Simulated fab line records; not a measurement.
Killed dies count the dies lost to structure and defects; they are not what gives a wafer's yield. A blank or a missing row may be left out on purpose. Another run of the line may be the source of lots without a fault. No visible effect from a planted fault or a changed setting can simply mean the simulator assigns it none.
A struck lot beside a sound one    flow sky130    16 steps out of a route of 708
Sound: the wafers L829.2, L829.3, L829.5. Struck: wafer L840.3 (left out: L840.1, L840.2 of the same lot, which were not struck); the cause appears at the end.
Order at every step that has rows: each side's tool, ch and its chambers, its first start. Under that, the readings that differ: sound wafers    struck wafers    difference of the means    sigmas: that difference in standard deviations of wafers without a fault.
alike: a reading whose means differ by less than 2 such deviations, as well as words and numbers matching on both sides. not compared: withheld readings; readings where some wafer has no value; bounds like >300 that might hide an equal value; numbers whose values overlap and for which the record gives no deviation.
The two part at a step that has a row with sigmas, a row that says differs or no value, or rows on one side only. Numbers that don't overlap but have no deviation are shown without sigmas and don't part them. A reading that every wafer of one side lacks parts them only if that side has two wafers or more.

first, 3 steps without rows for these wafers: SKY_METAL1_EXPOSE_12 (exposes mask MM1, target cd 140 nm); SKY_METAL1_PEB_13; SKY_METAL1_DEVELOP_14 (develop time 60 s).
SKY_METAL1_CD_MEAS_15: the cd target is 140 nm.
  struck on cd_sem-02, day 37 12:13; sound on cd_sem-01, day 34 13:17
  alike: cd_nm
SKY_METAL1_OVL_MEAS_16:
  struck on overlay-02, day 37 12:20; sound on overlay-02, day 34 13:25
reading          sound      struck  difference  sigmas
METAL1_OVL (nm)  -11 0 -15  3       +12         +2
SKY_METAL1_DESCUM_17: chemistry O2, time 8 s.
  sound on rie_metal-02 ch 0,1, day 34 13:26; struck on rie_metal-02 ch 1, day 37 12:22
  alike: drypump_motor_current_A, oes_product_au
  not compared: rf_hours_counter_h
SKY_METAL1_ETCH_18: etches BARC in N2/H2, stops on SiO2, time 45.9 s, target depth 60 nm.
  sound on rie_metal-02 ch 0,1, day 34 13:28; struck on rie_metal-02 ch 1, day 37 12:24
  alike: drypump_motor_current_A, n2_flow_sccm, oes_product_au, throttle_valve_pct
  not compared: rf_hours_counter_h
SKY_METAL1_METAL_ETCH_19: etches the open film in Cl2/BCl3, stops on SiO2, target depth 360 nm, time 78 s.
  sound on rie_metal-02 ch 0,1, day 34 13:32; struck on rie_metal-02 ch 1, day 37 12:28
reading                sound              struck  difference  sigmas
bcl3_flow_sccm (sccm)  29.98 29.97 29.97  30.13   +0.16       +2
  alike: drypump_motor_current_A, oes_product_au, throttle_valve_pct
  not compared: rf_hours_counter_h
SKY_METAL1_STRIP_20: strips in O2/N2.
  sound on plasma_asher-01 ch 0,1, day 34 13:38; struck on plasma_asher-01 ch 0, day 37 12:33
  alike: drypump_motor_current_A, n2_flow_sccm, oes_product_au, strip_time_to_endpoint_s
  not compared: rf_hours_counter_h
then, 3 steps without rows for these wafers: SKY_METAL1_STRIP_21 (strips in post etch residue remover, time 1200 s); SKY_METAL1_CLEAN_22 (cleans in IPA, time 180 s); SKY_METAL1_CLEAN_23 (cleans in O3/DIW).
SKY_VIA1_HDPCVD_00: deposits SiO2, target thk 1030 nm, time 171.7 s.
  sound on hdpcvd-02 ch 1,2, day 34 14:13; struck on hdpcvd-01 ch 1, day 37 13:11
reading                                   sound              struck  difference  sigmas
run_length_s (s)                          199.8 198.6 198.5  174.7   -24.3       -39
model.SiO2_of_VIA1_HDPCVD_00.thk_nm (nm)  1041 1043 1045     875.8   -167.2      
SKY_VIA1_THK_MEAS_01:
  struck on film_metro-02, day 37 13:17; sound on film_metro-01, day 34 14:20
reading               sound           struck  difference  sigmas
VIA1_HDPCVD_THK (nm)  1041 1043 1045  876     -167        -15
SKY_VIA1_CMP_02: polishes SiO2.
  sound on cmp-01 ch 0,1, day 34 14:23; struck on cmp-02 ch 2, day 37 13:21
  alike: motor_current_A, retaining_ring_pressure_frac
-- the record jumps here: 12 days lie between the struck wafers' starts before and after (it left off in module VIA1 and takes up again in module PAD_OPEN, whose first step shown is number 708 of the route) --
SKY_PAD_OPEN_PROBE_99:
  struck on prober-01, day 49 07:43; sound on prober-01, day 47 02:47
  alike: defect_limited_yield, killed_at_M0_to_M3, killed_at_M4_up, killed_at_contacts, killed_at_front_end, killed_at_other, killed_dies, killed_open, killed_short, sort_bin_3_pad_short, sort_bin_5_function, sort_bin_6_memory, sort_n_pass, sort_yield_pct

## WHERE THEY PART
First at SKY_METAL1_OVL_MEAS_16; last, within this record, at SKY_VIA1_THK_MEAS_01. Later steps at which nothing parts them and some readings are alike: SKY_VIA1_CMP_02, SKY_PAD_OPEN_PROBE_99.

WHY: whatever the simulator had introduced
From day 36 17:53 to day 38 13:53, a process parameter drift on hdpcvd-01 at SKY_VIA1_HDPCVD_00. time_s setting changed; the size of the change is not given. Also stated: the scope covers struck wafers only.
